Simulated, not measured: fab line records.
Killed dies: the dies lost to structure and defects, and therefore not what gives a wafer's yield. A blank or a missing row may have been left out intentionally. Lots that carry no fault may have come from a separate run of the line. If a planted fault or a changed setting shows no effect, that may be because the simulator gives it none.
Which tool was responsible? -- flow sky130 -- 18 wafers sampled from 6 lots at 1 step of a route of 708

## WHAT THE GAUGES SHOWED, per wafer
SKY_SD_N_RS_MEAS_18: uses a four-point probe to measure.
lot,measured,on,RES_XHIGH_RS (ohm/sq)
L364,day 28 19:14,film-metro-02,331.8 332.6 332.3
L366,day 29 15:47,film-metro-04,333.1 333.7 333.6
L376,day 32 19:35,film-metro-01,334.1 333.9 334.0
L378,day 33 18:36,film-metro-02,332.4 332.9 332.4
L381,day 34 18:43,film-metro-02,336.2 336.2 335.1
L384,day 35 09:52,film-metro-01,333.6 332.6 332.5

## WHICH TOOL RAN EACH LOT (tool, then ch and the chambers of the sampled wafers, then the start)
The record holds no process step before these readings.

## THE ANSWER, worked out from the rows above alone
Rule: what is usual is taken from the lots themselves. Put in order of their means at a reading, lots are off if they are a third of the lots or fewer, leave a main group of 4 or more, and stand apart from it by a gap of 3 or more times the standard deviation of the main group's means; of several such gaps the widest counts. A main group is skipped when, at the precision printed for the reading in the tables above, its means are all equal. Also off: a lot with no number at a reading for which 4 or more lots have one. All remaining lots with rows at the step are treated as sound.
None of the lots is off at any reading shown; this tells nothing.

## WHAT THE SIMULATOR HAD PUT IN
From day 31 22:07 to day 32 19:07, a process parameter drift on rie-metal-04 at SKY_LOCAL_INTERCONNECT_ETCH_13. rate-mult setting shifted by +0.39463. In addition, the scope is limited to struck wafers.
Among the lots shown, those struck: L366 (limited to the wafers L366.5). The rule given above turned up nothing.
